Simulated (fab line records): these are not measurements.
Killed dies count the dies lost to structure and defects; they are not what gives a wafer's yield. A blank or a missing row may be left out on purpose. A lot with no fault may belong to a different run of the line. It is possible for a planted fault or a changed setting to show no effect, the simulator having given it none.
Matching of chambers    flow gf180mcu    GF_SAB_ETCH_11 on rie-diel-03 has 4 sister chambers
The step etches SiO2 in C4F8/O2/Ar, target depth 55 nm, time 8.5 s. 14 wafers are shown with their chamber, then 7 later ones without.

## WAFERS PAIRED WITH THEIR CHAMBERS
wafer   chamber  oes-product-au (a.u.)
L288.2  0        0.982
L288.5  0        0.993
L288.6  1        1.006
L289.2  3        0.997
L289.3  1        1.003
L289.4  2        1.007
L291.3  1        1.014
L291.5  1        1.016
L291.6  3        1.000
L292.1  1        1.010
L292.2  2        1.011
L292.5  3        1.001
L297.1  0        0.991
L297.3  3        1.007

SIGNATURES (means of the wafers above)
reading         chamber 0  chamber 1  chamber 2  chamber 3  scatter within a chamber
oes-product-au  0.98867    1.00980    1.00900    1.00125    0.00496
Rule: for a wafer and a chamber, the distance is found by dividing, reading by reading, the gap between the wafer's reading and the chamber's mean by the reading's scatter, squaring, summing and taking the root. If the next closest chamber is less than 2 further off than the closest, the wafer can't be placed; otherwise it belongs to the closest. How the scatter is found: for the shown wafers, subtract from each reading the mean of its chamber, square and add these, divide the total by (wafers less chambers), then take the root.

## WAFERS WHOSE CHAMBER IS MISSING
wafer   oes-product-au (a.u.)
L297.4  1.012
L299.2  0.984
L299.3  1.017
L299.4  0.994
L300.1  1.001
L300.3  1.027
L300.5  1.015

## CHAMBER TAKEN BY EACH
wafer   from the rows above           in truth
L297.4  can't be placed: 1 or 2 or 3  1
L299.2  0                             0
L299.3  can't be placed: 1 or 2 or 3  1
L299.4  can't be placed: 0 or 3 or 2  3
L300.1  can't be placed: 3 or 2 or 1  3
L300.3  can't be placed: 1 or 2 or 3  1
L300.5  can't be placed: 1 or 2 or 3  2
Placed correctly: 1 of 7. Can't be placed from these rows: 6 (the true chamber is among the candidates in 6). Placed wrongly: 0.
